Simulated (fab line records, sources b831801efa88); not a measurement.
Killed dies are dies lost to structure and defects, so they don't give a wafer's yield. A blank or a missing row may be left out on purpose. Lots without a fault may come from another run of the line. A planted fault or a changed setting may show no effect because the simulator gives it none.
Chamber matching | flow sky130 | SKY_CONTACT_ETCH_16 on rie_diel-01: 4 sister chambers
The step etches BARC in N2/H2, stops on SiO2, time 45.9 s, target depth 60 nm. 8 wafers are shown with their chamber, then 9 later ones without.

WAFERS WITH THEIR CHAMBER
wafer  | chamber | drypump_motor_current_A (A) | oes_product_au (a.u.)
L077.1 | 2       | 5.2                         | 0.863
L077.5 | 2       | 5.2                         | 0.858
L081.2 | 0       | 5.7                         | 0.850
L081.4 | 3       | 6.3                         | 0.853
L081.6 | 1       | 6.5                         | 0.857
L082.2 | 3       | 6.3                         | 0.862
L082.3 | 0       | 5.8                         | 0.846
L082.4 | 1       | 6.4                         | 0.850

WAFERS WITHOUT THEIR CHAMBER
wafer  | drypump_motor_current_A (A) | oes_product_au (a.u.)
L086.1 | 5.2                         | 0.853
L086.2 | 5.8                         | 0.854
L086.5 | 5.8                         | 0.854
L091.2 | 6.4                         | 0.854
L091.3 | 6.4                         | 0.855
L091.6 | 5.8                         | 0.859
L097.1 | 5.2                         | 0.859
L097.2 | 6.4                         | 0.857
L097.3 | 6.4                         | 0.847

WHICH CHAMBER EACH WENT THROUGH
wafer  | from the rows above     | in truth
L086.1 | 2                       | 2
L086.2 | 0                       | 0
L086.5 | 0                       | 0
L091.2 | can't be placed: 1 or 3 | 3
L091.3 | can't be placed: 1 or 3 | 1
L091.6 | 0                       | 0
L097.1 | 2                       | 2
L097.2 | can't be placed: 1 or 3 | 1
L097.3 | can't be placed: 1 or 3 | 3
Placed correctly: 5 of 9. Can't be placed from these rows: 4 (the true chamber is among the candidates in 4). Placed wrongly: 0.
How it was worked out, from the rows above alone: a wafer's distance from a chamber is the root of the sum, over the readings, of the square of ((its reading less the chamber's mean) divided by the reading's scatter). The wafer belongs to the nearest chamber; if the next one is less than 2 further off, it can't be placed. A chamber's mean is the mean of its shown wafers. The scatter: the root of (the sum of the squares of (reading less its chamber's mean) over the shown wafers, divided by (wafers less chambers)).
